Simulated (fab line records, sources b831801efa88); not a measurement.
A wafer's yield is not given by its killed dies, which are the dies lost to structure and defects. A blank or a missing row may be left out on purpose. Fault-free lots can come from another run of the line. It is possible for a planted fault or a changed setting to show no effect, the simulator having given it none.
fab line records	flow gf180mcu
[record] lots = 14	wafers = 42	lastDay = 34
route steps=602 shown STI@24 V3@434 V4@478 MIM@506
lots with no fault: from the same line, run without faults
startH: the number of hours between the record's first day and the start of the first shown wafer of the lot	waitH: how many hours have passed since the lot's step before this one	" unchanged from the row above	L1.1+2: one row covering several wafers at once	- no value present, or no start provided	* or withheld: withheld	< > ~ a bound
route shown NAME@n: a module of which the file shows steps, and the number in the route of the first	usual: average and standard deviation across the fault-free wafers	same: alike in all rows	chamber/n: place in a boat	sites: the reading at each site	_std_site: standard deviation across them	_edge_site: mean of outer sites minus mean of inner sites	radiusMm: for every site, how far away it sits from the centre of the wafer	mask NAME#n: copy n	behind: the most recent tool/chamber to have shaped the wafer	hold: what put the lot on hold/how long, in hours/how the hold closed	device: which transistor (n, p or np) failed to switch	end of line: the route-end tests of the same wafers	for a step that has no rows: nothing shown but its recipe	killed: count of dies lost to structure and defects at first sort (not the wafer's yield)	map: the dies of a wafer, with x for killed, . for not killed, _ for no die there
set.NAME: the setting as run; set.NAME@STEP: as run at that earlier step	model.NAME: the simulator's own value behind a step, which no gauge read
steps of the route over a sample of lots; a table a step, a row a wafer
services: when a tool's chamber went out of use (startH, in hours from the record's first day, below 0 if earlier), for how many hours, and the reason
[[steps]]
[step GF_STI_CVD_23]
[recipe] material = SiO2	targetThkNm = 650	sigmaOpenFrac = 0.3	timeS = 108.3	tempC = 600	sih4FlowSccm = 60	pressureMtorr = 6
lot.wafer	tool	chamber	startH	waitH
L708.3+5+6	hdpcvd-01	1,1,2	27.76	0.0
L709.3+5+6	hdpcvd-01	1,1,0	33.46	0.0
L710.2+4+6	hdpcvd-02	2,2,0	39.16	0.0
L711.1+4+6	hdpcvd-02	0,0,1	43.13	0.1
L715.1+2+6	hdpcvd-02	2,1,0	62.94	0.1
L719.1+3+4	hdpcvd-02	0,2,0	84.19	0.1
L720.2+4+5	hdpcvd-01	1,2,0	88.43	0.0
L722.3+5+6	hdpcvd-01	0,2,1	100.48	0.0
L724.2+3+5	hdpcvd-01	2,0,0	111.90	0.0
L726.1+4+6	hdpcvd-01	0,1,2	120.18	0.1
L728.1+4+6	hdpcvd-01	0,1,2	133.09	0.1
L729.2+4+6	hdpcvd-02	1,1,2	136.70	0.0
L730.2+3+4	hdpcvd-01	0,2,2	140.20	0.0
L731.1+2+6	hdpcvd-02	1,2,0	145.74	0.1
[step GF_STI_THK_MEAS_24]
[recipe] reads = SiO2_of_STI_CVD_23
[usual] STI_CVD_23_THK = 651/8.7
lot.wafer	tool	chamber	startH	waitH	STI_CVD_23_THK[nm]
L708.3	filmMetro-03	-	27.85	0.1	648
L708.5	"	-	"	"	646
L708.6	"	-	"	"	644
L709.3	filmMetro-03	-	33.55	0.1	654
L709.5	"	-	"	"	656
L709.6	"	-	"	"	662
L710.2	filmMetro-02	-	39.25	0.0	648
L710.4	"	-	"	"	656
L710.6	"	-	"	"	651
L711.1	filmMetro-03	-	43.20	0.0	649
L711.4	"	-	"	"	642
L711.6	"	-	"	"	651
L715.1	filmMetro-04	-	63.01	0.0	648
L715.2	"	-	"	"	646
L715.6	"	-	"	"	609
L719.1	filmMetro-04	-	84.27	0.0	602
L719.3	"	-	"	"	641
L719.4	"	-	"	"	605
L720.2	filmMetro-03	-	88.52	0.0	640
L720.4	"	-	"	"	641
L720.5	"	-	"	"	659
L722.3	filmMetro-02	-	100.58	0.1	654
L722.5	"	-	"	"	632
L722.6	"	-	"	"	643
L724.2	filmMetro-02	-	111.99	0.0	643
L724.3	"	-	"	"	656
L724.5	"	-	"	"	651
L726.1	filmMetro-03	-	120.25	0.0	661
L726.4	"	-	"	"	659
L726.6	"	-	"	"	649
L728.1	filmMetro-03	-	133.17	0.0	652
L728.4	"	-	"	"	652
L728.6	"	-	"	"	642
L729.2	filmMetro-04	-	136.79	0.0	647
L729.4	"	-	"	"	639
L729.6	"	-	"	"	653
L730.2	filmMetro-04	-	140.29	0.0	666
L730.3	"	-	"	"	651
L730.4	"	-	"	"	655
L731.1	filmMetro-04	-	145.81	0.0	648
L731.2	"	-	"	"	639
L731.6	"	-	"	"	657
[step GF_V3_BOW_MEAS_05]
[recipe] mode = bow
[usual] V3_BOW = 117/9
lot.wafer	tool	chamber	startH	waitH	V3_BOW[um]
L708.3	filmMetro-03	-	481.27	0.1	113
L708.5	"	-	"	"	114
L708.6	"	-	"	"	116
L709.3	filmMetro-02	-	495.16	0.2	130
L709.5	"	-	"	"	114
L709.6	"	-	"	"	123
L710.2	filmMetro-04	-	511.21	0.1	118
L710.4	"	-	"	"	116
L710.6	"	-	"	"	109
L711.1	filmMetro-04	-	512.56	0.2	128
L711.4	"	-	"	"	136
L711.6	"	-	"	"	118
L715.1	filmMetro-04	-	549.79	0.2	106
L715.2	"	-	"	"	110
L715.6	"	-	"	"	115
L719.1	filmMetro-03	-	584.82	0.2	119
L719.3	"	-	"	"	124
L719.4	"	-	"	"	123
L720.2	filmMetro-02	-	594.63	0.1	112
L720.4	"	-	"	"	103
L720.5	"	-	"	"	106
L722.3	filmMetro-04	-	606.79	0.2	101
L722.5	"	-	"	"	101
L722.6	"	-	"	"	111
L724.2	filmMetro-04	-	626.70	0.3	113
L724.3	"	-	"	"	125
L724.5	"	-	"	"	113
L726.1	filmMetro-04	-	636.73	0.2	123
L726.4	"	-	"	"	110
L726.6	"	-	"	"	117
L728.1	filmMetro-04	-	665.28	0.2	107
L728.4	"	-	"	"	115
L728.6	"	-	"	"	108
L729.2	filmMetro-02	-	667.80	0.3	120
L729.4	"	-	"	"	122
L729.6	"	-	"	"	121
L730.2	filmMetro-04	-	672.85	0.1	116
L730.3	"	-	"	"	121
L730.4	"	-	"	"	103
L731.1	filmMetro-03	-	677.09	0.1	116
L731.2	"	-	"	"	115
L731.6	"	-	"	"	117
[step GF_V4_CVD_02]
[recipe] material = SiO2	targetThkNm = 850	precursor = TEOS	tempC = 400	timeS = 94.851	rfW = 600
[usual] heaterPowerOuterW = 386/61	heaterPowerW = 656/100
lot.wafer	tool	chamber	startH	waitH	heaterPowerOuterW	heaterPowerW
L708.3	pecvd-01	1	530.21	0.0	342	625
L708.5	"	0	"	"	376	602
L708.6	"	1	"	"	370	670
L709.3	pecvd-01	2	543.94	0.0	510	839
L709.5	"	0	"	"	389	635
L709.6	"	2	"	"	518	901
L710.2	pecvd-01	2	559.05	0.0	478	812
L710.4	"	2	"	"	500	873
L710.6	"	1	"	"	383	663
L711.1	pecvd-03	0	560.99	0.1	463	819
L711.4	"	0	"	"	337	644
L711.6	"	2	"	"	373	634
L715.1	pecvd-01	0	598.25	0.1	390	612
L715.2	"	2	"	"	475	807
L715.6	"	1	"	"	386	658
L719.1	pecvd-01	0	635.18	0.1	325	516
L719.3	"	1	"	"	364	640
L719.4	"	0	"	"	357	583
L720.2	pecvd-02	1	637.94	0.0	323	595
L720.4	"	1	"	"	249	478
L720.5	"	0	"	"	408	702
L722.3	pecvd-03	2	664.27	0.0	335	635
L722.5	"	2	"	"	391	690
L722.6	"	0	"	"	411	732
L724.2	pecvd-01	2	675.38	0.0	462	827
L724.3	"	1	"	"	367	659
L724.5	"	1	"	"	387	676
L726.1	pecvd-02	1	679.01	0.1	306	561
L726.4	"	0	"	"	304	557
L726.6	"	2	"	"	422	685
L728.1	pecvd-01	0	697.82	0.1	365	592
L728.4	"	0	"	"	390	605
L728.6	"	0	"	"	302	497
L729.2	pecvd-03	2	702.78	0.0	377	678
L729.4	"	0	"	"	367	701
L729.6	"	1	"	"	348	489
L730.2	pecvd-03	2	711.28	0.0	440	753
L730.3	"	0	"	"	427	758
L730.4	"	0	"	"	314	606
L731.1	pecvd-03	2	716.72	0.1	369	659
L731.2	"	0	"	"	337	636
L731.6	"	2	"	"	415	725
[step GF_MIM_SPUTTER_03]
[recipe] material = Ti	targetThkNm = 10	substrateTempC = 300	chamberPressurePa = 0.3	powerW = 3000	timeS = 6.406
[usual] throttleValvePct = 30.4/0.78
lot.wafer	tool	chamber	startH	waitH	throttleValvePct
L708.3	pvdSputter-02	-	555.14	0.0	31.9
L708.5	"	-	"	"	30.5
L708.6	"	-	"	"	31.9
L709.3	pvdSputter-03	-	568.47	0.0	31.1
L709.5	"	-	"	"	30.8
L709.6	"	-	"	"	30.3
L710.2	pvdSputter-04	-	583.52	0.0	30.0
L710.4	"	-	"	"	29.5
L710.6	"	-	"	"	30.0
L711.1	pvdSputter-02	-	584.64	0.0	30.7
L711.4	"	-	"	"	29.0
L711.6	"	-	"	"	30.2
L715.1	pvdSputter-02	-	620.79	0.0	30.3
L715.2	"	-	"	"	29.4
L715.6	"	-	"	"	30.6
L719.1	pvdSputter-04	-	665.46	0.0	29.5
L719.3	"	-	"	"	30.1
L719.4	"	-	"	"	31.1
L720.2	pvdSputter-04	-	668.57	0.0	29.3
L720.4	"	-	"	"	29.8
L720.5	"	-	"	"	31.4
L722.3	pvdSputter-02	-	677.19	0.0	28.9
L722.5	"	-	"	"	30.2
L722.6	"	-	"	"	31.7
L724.2	pvdSputter-03	-	695.76	0.0	31.2
L724.3	"	-	"	"	30.6
L724.5	"	-	"	"	30.6
L726.1	pvdSputter-03	-	700.48	0.0	30.8
L726.4	"	-	"	"	30.1
L726.6	"	-	"	"	31.4
L728.1	pvdSputter-04	-	718.28	0.0	29.6
L728.4	"	-	"	"	29.5
L728.6	"	-	"	"	31.3
L729.2	pvdSputter-03	-	723.73	0.0	31.3
L729.4	"	-	"	"	30.7
L729.6	"	-	"	"	30.7
L730.2	pvdSputter-04	-	731.52	0.0	29.3
L730.3	"	-	"	"	29.8
L730.4	"	-	"	"	29.1
L731.1	pvdSputter-04	-	736.78	0.0	30.0
L731.2	"	-	"	"	31.1
L731.6	"	-	"	"	31.3
[[services]]
tool	chamber	startH	hours	kind
pvdSputter-04	-	23.92	17.7	repair
hdpcvd-01	-	44.12	1.4	repair
hdpcvd-01	0	90.54	3.8	repair
hdpcvd-01	-	156.45	0.9	repair
pecvd-01	-	160.62	14.0	pm
hdpcvd-02	-	164.84	0.3	repair
hdpcvd-01	-	165.66	2.8	pm
pvdSputter-04	-	204.45	10.7	repair
pecvd-01	1	254.39	6.5	repair
hdpcvd-01	-	266.01	0.8	repair
hdpcvd-02	0	298.68	7.8	repair
pecvd-01	-	306.87	5.5	pm
pvdSputter-04	-	364.96	2.6	repair
pecvd-01	2	460.00	16.1	repair
hdpcvd-01	-	479.54	4.3	pm
pecvd-01	-	483.46	0.7	repair
pecvd-01	0	582.50	6.2	repair
pecvd-01	-	668.71	2.4	repair
pecvd-01	-	677.79	6.0	pm
hdpcvd-01	0	678.66	18.0	repair
hdpcvd-01	-	682.31	1.5	repair
pecvd-01	-	689.02	0.5	repair
pecvd-01	1	695.48	6.6	repair
hdpcvd-01	-	735.94	6.0	pm
[[key]]
[firstSign] step = GF_STI_THK_MEAS_24	reading = STI_CVD_23_THK	direction = down	sigmas = 5.3	usual = 651	struck = 605
effect none on later readings
metAt GF_STI_CVD_23
struckLots L715,L719
struckWafers L715.6,L719.1,L719.4
testerLeftOut L715,L719
notActingAt GF_V3_BOW_MEAS_05,GF_V4_CVD_02,GF_MIM_SPUTTER_03
onsetBetween 43.13 62.94
[fault] kind = processParameterDrift	tool = hdpcvd-02	chamber = 0	onsetH = 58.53	steps = GF_STI_CVD_23	channel = targetThkNm	offset = -42.394	shape = step	endH = 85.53	actsIn = theseRecipesOnly	stated = 650
// testerLeftOut: of these lots the tester's yield and bins aren't shown, on N5 and GAA mostly nor the transistor test; their killed dies are dies lost to structure and defects alone, not to doping, threshold or leakage, so they don't give the yield
